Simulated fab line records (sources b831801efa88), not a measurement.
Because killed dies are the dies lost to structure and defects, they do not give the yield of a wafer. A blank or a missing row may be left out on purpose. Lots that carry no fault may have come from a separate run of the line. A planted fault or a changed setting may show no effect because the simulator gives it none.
Problem report, 8D (eight disciplines) form, completed by code + flow sky130 + the parts of the form that need people (team, actions taken, sign-off) are left out

1. THE PROBLEM
tube-center-temp-C at SKY_GATE_OXIDE_OXIDATION_16 reads a mean of 806 C on 6 wafers of 2 lots; wafers without a fault read 800 C with a standard deviation of 0.068. Relative to the usual mean, that is a shift of +93 standard deviations.
The step: stabilise 600 s, purge 300 s, target thk 3.57 nm.
First observed at day 17 21:43: wafer L427.2, on furnace-01. The record has a number at this step for 27 wafers belonging to 9 lots. Rule for "out" (also "out of limits"): further than 4 standard deviations from the usual mean. The other wafers with a number count as sound.

2. WHAT IT IS, WHAT IT ISN'T
| question                    | is                                                                             | is not                                                                                |
|-----------------------------|--------------------------------------------------------------------------------|---------------------------------------------------------------------------------------|
| which readings at this step | tube-center-temp-C, spike-tc-lower-C, spike-tc-upper-C, tube_center_temp_C_max | zone-power-top-pct                                                                    |
| which lots                  | L427, L428                                                                     | L417, L418, L421, L431, L438, L439, L440                                              |
| which wafers of those lots  | all that have a number                                                         | -                                                                                     |
| read on which tools         | furnace-01                                                                     | furnace-02                                                                            |
| when                        | from day 17 21:43                                                              | up to then (9 sound wafers); but 12 sound wafers of L431, L438, L439, L440 came after |

3. THE SUSPECTS, EACH WITH WHAT RULES IT OUT
Counting: a tool at any process step up to the reading remains a suspect when it ran all the lots that are out and ran no sound lot after the first of those.
- furnace-01 at SKY_GATE_OXIDE_OXIDATION_16 (stabilise 600 s, purge 300 s, target thk 3.57 nm): ruled out as a lasting fault. After its first lot that is out, L427 (day 17 21:43), sound lots L438, L439 ran on it.
Left after counting: nothing in the record.

4. THE CAUSE (what the simulator had put in)
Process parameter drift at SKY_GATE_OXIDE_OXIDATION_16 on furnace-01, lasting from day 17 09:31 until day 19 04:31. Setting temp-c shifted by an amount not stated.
Counting ruled it out, wrongly.

5. THE EFFECT CHAIN, in route order
Each row: a reading whose mean over the struck wafers that have a number lies more than 3 standard deviations from the usual. Readings are gone through only where the record gives a usual standard deviation; hours: the median, over the lots, of the time from a lot's start at the first step in this table giving one to that lot's start at this step; sigmas: the change measured in usual standard deviations.
| hours | step                        | reading                | usual   | on struck wafers | change | sigmas |
|-------|-----------------------------|------------------------|---------|------------------|--------|--------|
| 0     | SKY_GATE_OXIDE_OXIDATION_16 | spike-tc-centre-C      | 800.3 C | 806.3            | +6.0   | +3.5   |
| 0     | SKY_GATE_OXIDE_OXIDATION_16 | spike-tc-lower-C       | 799.8 C | 805.7            | +5.9   | +5.4   |
| 0     | SKY_GATE_OXIDE_OXIDATION_16 | spike-tc-upper-C       | 799.4 C | 805.5            | +6.1   | +6.4   |
| 0     | SKY_GATE_OXIDE_OXIDATION_16 | tube-center-temp-C     | 800 C   | 806              | +6     | +93    |
| 0     | SKY_GATE_OXIDE_OXIDATION_16 | tube_center_temp_C_max | 802.0   | 808.3            | +6.3   | +20    |
The process steps in it:
- SKY_GATE_OXIDE_OXIDATION_16: stabilise 600 s, purge 300 s, target thk 3.57 nm.
Later steps that measure or inspect, where all struck wafers having a row at the step show a number for every such reading and not one has moved that far: SKY_LOCAL_INTERCONNECT_THK_MEAS_02.

6. WHAT WOULD HAVE CAUGHT IT SOONER
The fault began at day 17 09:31; the first out-of-limits reading in this record came at day 17 21:43, 12 hours later.
